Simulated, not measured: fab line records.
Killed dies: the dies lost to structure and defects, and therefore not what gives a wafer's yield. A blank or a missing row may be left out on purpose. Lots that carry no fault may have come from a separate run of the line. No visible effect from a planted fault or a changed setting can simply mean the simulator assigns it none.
A lot that was struck, set against a sound lot | flow gf180mcu | 14 steps out of a route of 602
Sound: these wafers, L260.4, L260.5, L260.6. Wafers struck: L258.1, L258.4, L258.5. The cause is named last.
At each step with rows: each side's tool, then ch and its chambers, then its first start. Under that, the readings that differ: sound wafers | struck wafers | difference of the means | sigmas: that difference in standard deviations of wafers without a fault.
alike: readings whose means differ by less than 2 such deviations, and words and numbers that are the same on both sides. not compared: withheld readings, readings that some wafer has no value for, bounds like >300 that may hide the same value, and numbers for which the record gives no deviation and whose values overlap.
Wherever a step has rows on one side only, a row that says differs or no value, or a row with sigmas, the two part there. Non-overlapping numbers with no deviation appear without sigmas and do not part them. Lack of a reading on every wafer of one side parts them only where that side has two or more wafers.

GF_M3_SPUTTER_00: material Ti, target thk 37.5 nm, time 150 s.
  sound on pvd_sputter-03 at day 26 00:43; struck on pvd_sputter-02 at day 25 11:09
  alike: substrate_temp_c, throttle_valve_pct
GF_M3_SPUTTER_01: material TiN, target thk 30 nm, time 25 s.
  sound on pvd_sputter-03 at day 26 00:49; struck on pvd_sputter-02 at day 25 11:15
  alike: throttle_valve_pct
GF_M3_SPUTTER_02: material AlCu, target thk 450 nm, time 23.9 s.
  sound on pvd_sputter-03 at day 26 00:51; struck on pvd_sputter-02 at day 25 11:17
  alike: throttle_valve_pct
GF_M3_SPUTTER_03: material Ti, target thk 10 nm, time 6.7 s.
  sound on pvd_sputter-03 at day 26 00:53; struck on pvd_sputter-02 at day 25 11:19
  alike: substrate_temp_c, throttle_valve_pct
GF_M3_SPUTTER_04: material TiN, target thk 50 nm, time 41.7 s.
  sound on pvd_sputter-03 at day 26 00:54; struck on pvd_sputter-02 at day 25 11:20
  alike: throttle_valve_pct
GF_M3_RS_MEAS_05: measurement is done with a four-point probe.
  sound on film_metro-03 at day 26 01:00; struck on film_metro-04 at day 25 11:22
  alike: M3_ALCU_RS
GF_M3_THK_MEAS_06: measures by xrf.
  sound on film_metro-03 at day 26 01:05; struck on film_metro-04 at day 25 11:29
  alike: M3_ALCU_THK
then, 5 steps without rows for these wafers: GF_M3_DEHYDRATE_07 (time 60 s); GF_M3_HMDS_08 (prime time 60 s); GF_M3_COAT_09 (resist thk 1000 nm); GF_M3_SOFTBAKE_10 (time 60 s); GF_M3_EXPOSE_11 (exposes mask Metal3, target cd 280 nm).
GF_M3_PEB_12: peb time 90 s.
  sound on litho_track-03 ch 0, day 26 20:43; struck on litho_track-02, day 26 07:38
  no value came back on the struck wafers for chill_plate_temp_C (C), exhaust_pa (Pa), peb_time_s (s); on the sound wafers chill_plate_temp_C (C) reads 23.10 23.05 23.18
then, 1 step without rows for these wafers: GF_M3_DEVELOP_13 (develop time 60 s).

## WHERE THEY PART
GF_M3_PEB_12 only, going by this record.

WHY: what had been put in by the simulator
Skipped step whole: litho_track-02, from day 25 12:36 on, at GF_M3_PEB_12. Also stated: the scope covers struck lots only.
